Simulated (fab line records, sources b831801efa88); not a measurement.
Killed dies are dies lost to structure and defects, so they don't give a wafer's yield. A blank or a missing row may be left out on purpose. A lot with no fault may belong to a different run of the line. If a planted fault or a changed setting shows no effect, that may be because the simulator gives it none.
2 desks looking at one fault    flow sky130    only its own numbers are on each desk; what lay behind them is given at the end

== FOR THE TOOL OWNER'S DESK: pecvd-04 ==
The tool's own readings at SKY_CAPM_CVD_00 (deposits SiO2, target thk 15.5 nm): means of the sampled wafers that have a number, for each lot that ran on this tool. A lot is out of limits, marked OUT, if its mean lies more than 4 standard deviations from the usual mean; the brackets give that distance.
Columns: A = heater power w at SKY_CAPM_CVD_00, usual 726 W
lot   first seen here  A
L877  day 36 09:28     755
L878  day 37 02:01     721
L881  day 38 05:38     767
L888  day 40 03:08     773
L889  day 40 18:24     747
L891  day 41 02:40     775
This desk found nothing out of limits on any of the 6 lots.

== THE METROLOGY DESK ==
Means of the sampled wafers that have a number, per lot and without regard to the tool the lot ran on: this is what the gauges read. A lot is out of limits, marked OUT, if its mean lies more than 4 standard deviations from the usual mean; the brackets give that distance.
Columns: A = CAPM_CVD_00_THK at SKY_CAPM_THK_MEAS_01, usual 15.50 nm; B = CAPM_OVL at SKY_CAPM_OVL_MEAS_12, usual -0.4 nm
lot   first seen here  A                B
L876  day 36 06:46     15.45            -1.1
L877  day 36 09:29     15.59            -1.7
L878  day 37 02:02     15.46            -0.1
L881  day 38 05:40     15.52            -1.9
L888  day 40 03:09     15.69            0.9
L889  day 40 18:26     12.64 (-14) OUT  -1.5
L891  day 41 02:43     12.89 (-12) OUT  1.1
L893  day 42 10:04     15.25            1.8
L895  day 42 10:22     15.70            -2.4
L897  day 42 20:10     15.38            -0.5
L899  day 43 03:09     15.37            -2.3
This desk finds L889, L891 out of limits, with the earliest case on L889 at day 40 18:26 (CAPM_CVD_00_THK at SKY_CAPM_THK_MEAS_01). L876, L877, L878, L881, L888, L893, L895, L897, L899: within limits.

== PUT TOGETHER ==
At day 40 18:26 the metrology desk could have sounded an alarm, on L889, L891.
The desk of the tool owner found nothing out of limits.
The tool owner's desk has L889, L891 on record, within its limits.
Every lot named ran SKY_CAPM_CVD_00 on pecvd-04.

== WHAT HAD BEEN PUT IN BY THE SIMULATOR ==
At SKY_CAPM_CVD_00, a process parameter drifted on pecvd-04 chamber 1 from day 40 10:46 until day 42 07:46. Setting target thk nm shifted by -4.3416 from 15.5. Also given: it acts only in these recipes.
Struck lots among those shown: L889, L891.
Delay in hours, fault start to first out-of-limits reading, per desk: metrology desk 8.
